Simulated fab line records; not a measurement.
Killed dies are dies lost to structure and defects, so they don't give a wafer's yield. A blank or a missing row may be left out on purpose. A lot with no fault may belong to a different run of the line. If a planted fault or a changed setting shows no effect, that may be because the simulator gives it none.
Which tool was responsible? | flow sky130 | 11 lots with 32 wafers sampled at 3 steps, on a route of 708 steps

WHAT THE GAUGES SHOWED, per wafer
SKY_VT_ADJUST_HVTP_TW_MEAS_11. Usual: VT_ADJUST_HVTP_TW gives 1361 (standard deviation 8.3).
lot  | measured     | on            | VT_ADJUST_HVTP_TW | flag
L911 | day 6 09:35  | film metro-03 | 1365 1372 1366    |
L912 | day 6 16:56  | film metro-03 | 1368 1367 1378    |
L920 | day 8 15:44  | film metro-01 | 1371 1368         |
L921 | day 9 01:28  | film metro-03 | 1367 1368 1372    |
L922 | day 9 10:17  | film metro-02 | 1357 1346 1354    |
L924 | day 9 22:56  | film metro-02 | 1344 1352 1353    |
L925 | day 10 05:48 | film metro-01 | 1374 1371 1370    |
L928 | day 11 04:01 | film metro-02 | 1355 1359 1362    |
L929 | day 11 06:40 | film metro-03 | 1353 1363 1362    |
L931 | day 12 00:38 | film metro-03 | 1371 1354 1363    |
L933 | day 12 08:28 | film metro-01 | 1367 1366 1363    |

SKY_VT_ADJUST_LVTN_OVL_MEAS_07. Usual: VT_ADJUST_LVTN_OVL gives -0.6 nm (standard deviation 1.2).
lot  | measured     | on         | VT_ADJUST_LVTN_OVL (nm) | flag
L911 | day 7 05:13  | overlay-01 | -1.4 -1.1 1.7           |
L912 | day 7 13:07  | overlay-01 | -1.4 -1.0 -1.1          |
L920 | day 9 13:58  | overlay-01 | -2.3 -3.6               |
L921 | day 9 23:38  | overlay-02 | -1.2 -0.5 -0.8          |
L922 | day 10 08:43 | overlay-02 | 0.3 0.3 1.6             |
L924 | day 10 21:51 | overlay-02 | -0.7 0.7 1.9            |
L925 | day 11 03:55 | overlay-02 | -0.5 -0.1 -0.5          |
L928 | day 12 03:54 | overlay-01 | -0.8 -0.3 -1.0          |
L929 | day 12 06:21 | overlay-01 | -1.5 -1.0 -0.7          |
L931 | day 13 01:02 | overlay-02 | -0.2 0.3 -0.8           |
L933 | day 13 08:59 | overlay-02 | -2.3 -0.8 -2.2          |

SKY_GATE_OXIDE_TW_MEAS_14. Usual: GATE_OXIDE_TW gives 225.1 (standard deviation 1.7).
lot  | measured     | on            | GATE_OXIDE_TW     | flag
L911 | day 14 13:50 | film metro-04 | 223.6 222.1 223.0 |
L912 | day 14 20:37 | film metro-01 | 224.9 224.5 225.9 |
L920 | day 17 08:27 | film metro-01 | 227.2 226.4       |
L921 | day 17 19:51 | film metro-04 | 223.2 222.9 222.7 |
L922 | day 18 07:46 | film metro-01 | 225.8 225.7 227.2 |
L924 | day 19 01:40 | film metro-04 | 222.2 222.3 221.5 |
L925 | day 19 09:13 | film metro-01 | 225.2 224.8 224.8 |
L928 | day 20 18:11 | film metro-03 | 226.5 227.0 225.3 |
L929 | day 20 20:03 | film metro-01 | 225.6 226.0 225.6 |
L931 | day 21 17:51 | film metro-01 | 224.1 223.5 224.4 |
L933 | day 22 03:00 | film metro-03 | 226.4 225.8 225.4 |

TOOL THAT RAN EACH LOT (tool first, then ch and the chambers of the sampled wafers, then the start)
Before these readings, the record contains no process step.

WHAT THE TOOLS THEMSELVES READ (means of the sampled wafers that have a number; where no wafer has one, the mark that the record gives instead)
The record holds no such reading with a usual standard deviation.

THE ANSWER, worked out from the rows above alone
Rule: lot off if the mean of its wafers having a number is beyond 3 standard deviations from the usual mean. Also off: a lot with no number at a reading for which 4 or more lots have one. Where the step has rows for the other lots, those lots are counted as sound. Order of review: gauges by route order, followed by the tools' own readings, for which a lot's mean as printed above is used. The first step at which some lot is off is used, and at that step the reading that is off furthest; a lot without a number counts as furthest.
Nothing can be told from this: no lot is off at any reading shown.

WHAT HAD BEEN PUT IN BY THE SIMULATOR
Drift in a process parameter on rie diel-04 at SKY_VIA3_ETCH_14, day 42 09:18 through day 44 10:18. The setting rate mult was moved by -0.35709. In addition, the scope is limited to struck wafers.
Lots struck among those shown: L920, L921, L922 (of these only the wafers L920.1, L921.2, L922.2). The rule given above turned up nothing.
